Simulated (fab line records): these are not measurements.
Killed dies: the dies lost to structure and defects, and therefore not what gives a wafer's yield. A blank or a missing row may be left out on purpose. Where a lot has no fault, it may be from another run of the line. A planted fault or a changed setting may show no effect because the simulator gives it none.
The tool behind it: which one? || flow gf180mcu || Sampling: 12 lots, 36 wafers, 2 of 602 route steps

== WHAT EACH GAUGE READ, for each wafer ==
GF_VT_IMPLANT_RS_MEAS_47: a four-point-probe measurement.
{"lot": "L998", "measured": "day 8 09:28", "on": "filmMetro-01", "NWELL_RS (ohm/sq)": "487.5 488.5 488.4"}
{"lot": "L100", "measured": "day 9 01:49", "on": "filmMetro-01", "NWELL_RS (ohm/sq)": "489.2 487.6 488.5"}
{"lot": "L102", "measured": "day 9 13:36", "on": "filmMetro-01", "NWELL_RS (ohm/sq)": "489.8 489.1 487.9"}
{"lot": "L104", "measured": "day 10 04:10", "on": "filmMetro-01", "NWELL_RS (ohm/sq)": "489.8 489.2 488.4"}
{"lot": "L105", "measured": "day 10 10:40", "on": "filmMetro-03", "NWELL_RS (ohm/sq)": "487.6 488.9 487.2"}
{"lot": "L106", "measured": "day 10 16:19", "on": "filmMetro-02", "NWELL_RS (ohm/sq)": "486.7 486.4 486.1"}
{"lot": "L109", "measured": "day 11 11:22", "on": "filmMetro-03", "NWELL_RS (ohm/sq)": "488.4 487.0 487.4"}
{"lot": "L114", "measured": "day 12 19:54", "on": "filmMetro-03", "NWELL_RS (ohm/sq)": "487.3 487.9 488.0"}
{"lot": "L115", "measured": "day 13 02:33", "on": "filmMetro-03", "NWELL_RS (ohm/sq)": "474.5 472.8 473.2"}
{"lot": "L116", "measured": "day 13 12:19", "on": "filmMetro-02", "NWELL_RS (ohm/sq)": "486.2 486.5 487.6"}
{"lot": "L117", "measured": "day 13 21:15", "on": "filmMetro-03", "NWELL_RS (ohm/sq)": "477.1 476.8 476.2"}
{"lot": "L118", "measured": "day 14 05:07", "on": "filmMetro-01", "NWELL_RS (ohm/sq)": "489.0 487.2 488.4"}

== EACH LOT AND THE TOOL THAT RAN IT (in order: tool; ch and the chambers of the sampled wafers; start) ==
{"lot": "L998", "GF_NWELL_IMPLANT_09": "implanter-01 ch 0, day 3 22:57"}
{"lot": "L100", "GF_NWELL_IMPLANT_09": "implanter-01 ch 0, day 4 12:02"}
{"lot": "L102", "GF_NWELL_IMPLANT_09": "implanter-02 ch 0, day 4 22:16"}
{"lot": "L104", "GF_NWELL_IMPLANT_09": "implanter-02 ch 0, day 5 09:16"}
{"lot": "L105", "GF_NWELL_IMPLANT_09": "implanter-04 ch 0, day 5 16:21"}
{"lot": "L106", "GF_NWELL_IMPLANT_09": "implanter-02 ch 0, day 5 20:16"}
{"lot": "L109", "GF_NWELL_IMPLANT_09": "implanter-04 ch 0, day 6 12:42"}
{"lot": "L114", "GF_NWELL_IMPLANT_09": "implanter-01 ch 0, day 7 15:11"}
{"lot": "L115", "GF_NWELL_IMPLANT_09": "implanter-04 ch 0, day 7 21:32"}
{"lot": "L116", "GF_NWELL_IMPLANT_09": "implanter-01 ch 0, day 8 02:04"}
{"lot": "L117", "GF_NWELL_IMPLANT_09": "implanter-04 ch 0, day 8 10:01"}
{"lot": "L118", "GF_NWELL_IMPLANT_09": "implanter-02 ch 0, day 8 16:44"}
- GF_NWELL_IMPLANT_09

== WHAT THE TOOLS THEMSELVES READ (means of the sampled wafers that have a number; where no wafer has one, the mark that the record gives instead) ==
GF_NWELL_IMPLANT_09.
{"lot": "L998", "tool": "implanter-01", "beamOnS (s)": 10.24, "faradayCurrentUA": 22.0}
{"lot": "L100", "tool": "implanter-01", "beamOnS (s)": 9.95, "faradayCurrentUA": 22.6}
{"lot": "L102", "tool": "implanter-02", "beamOnS (s)": 10.01, "faradayCurrentUA": 22.4}
{"lot": "L104", "tool": "implanter-02", "beamOnS (s)": 9.99, "faradayCurrentUA": 22.6}
{"lot": "L105", "tool": "implanter-04", "beamOnS (s)": 9.90, "faradayCurrentUA": 22.8}
{"lot": "L106", "tool": "implanter-02", "beamOnS (s)": 9.85, "faradayCurrentUA": 22.9}
{"lot": "L109", "tool": "implanter-04", "beamOnS (s)": 10.05, "faradayCurrentUA": 22.4}
{"lot": "L114", "tool": "implanter-01", "beamOnS (s)": 9.93, "faradayCurrentUA": 22.7}
{"lot": "L115", "tool": "implanter-04", "beamOnS (s)": 11.35, "faradayCurrentUA": 19.9}
{"lot": "L116", "tool": "implanter-01", "beamOnS (s)": 9.85, "faradayCurrentUA": 22.9}
{"lot": "L117", "tool": "implanter-04", "beamOnS (s)": 11.49, "faradayCurrentUA": 19.6}
{"lot": "L118", "tool": "implanter-02", "beamOnS (s)": 9.98, "faradayCurrentUA": 22.6}

== THE ANSWER, worked out from the rows above alone ==
Rule: what is usual is taken from the lots themselves. The widest of any qualifying gaps counts: lots, ordered by their means at a reading, are off when they make up no more than a third of the lots, leave a main group of 4 or more, and stand apart from it by 3 or more times the standard deviation of that group's means. A main group is skipped when, at the precision printed for the reading in the tables above, its means are all equal. A lot without any number at a reading at which 4 lots or more have one is off too. The other lots that the step has rows for count as sound. Order of review: gauges by route order, followed by the tools' own readings, for which a lot's mean as printed above is used. At the first step where some lot is off, the reading lying furthest off is the one used; lots without a number count as furthest.
Off: L115, L117, seen at GF_VT_IMPLANT_RS_MEAS_47 (NWELL_RS). Mean 487.9 ohm/sq and standard deviation 0.82 in the main group.
A tool fits if, at a process step before that reading, it ran every lot that is off, and no sound lot after the first of them. The gauges at GF_VT_IMPLANT_RS_MEAS_47 aren't tried: what is off there is off at GF_NWELL_IMPLANT_09 too, on other tools, and a gauge's error can't cause that. One fits: GF_NWELL_IMPLANT_09 on implanter-04. A fault onset in the window from L109 (day 6 12:42, its last sound lot) to L115 (day 7 21:32, its first lot off) fits.
The tool's own readings at GF_NWELL_IMPLANT_09 bear it out: on the lots that are off they differ by more than 5 times the standard deviation of the sound lots' means. beamOnS reads 11.42 s there against 9.97 s on the sound lots; faradayCurrentUA reads 19.8 there against 22.6 on the sound lots.

== WHAT THE SIMULATOR HAD INSERTED ==
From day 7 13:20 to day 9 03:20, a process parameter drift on implanter-04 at GF_NWELL_IMPLANT_09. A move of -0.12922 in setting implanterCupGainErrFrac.
Shown lots that were struck: L115, L117. The same result came from the rule above.
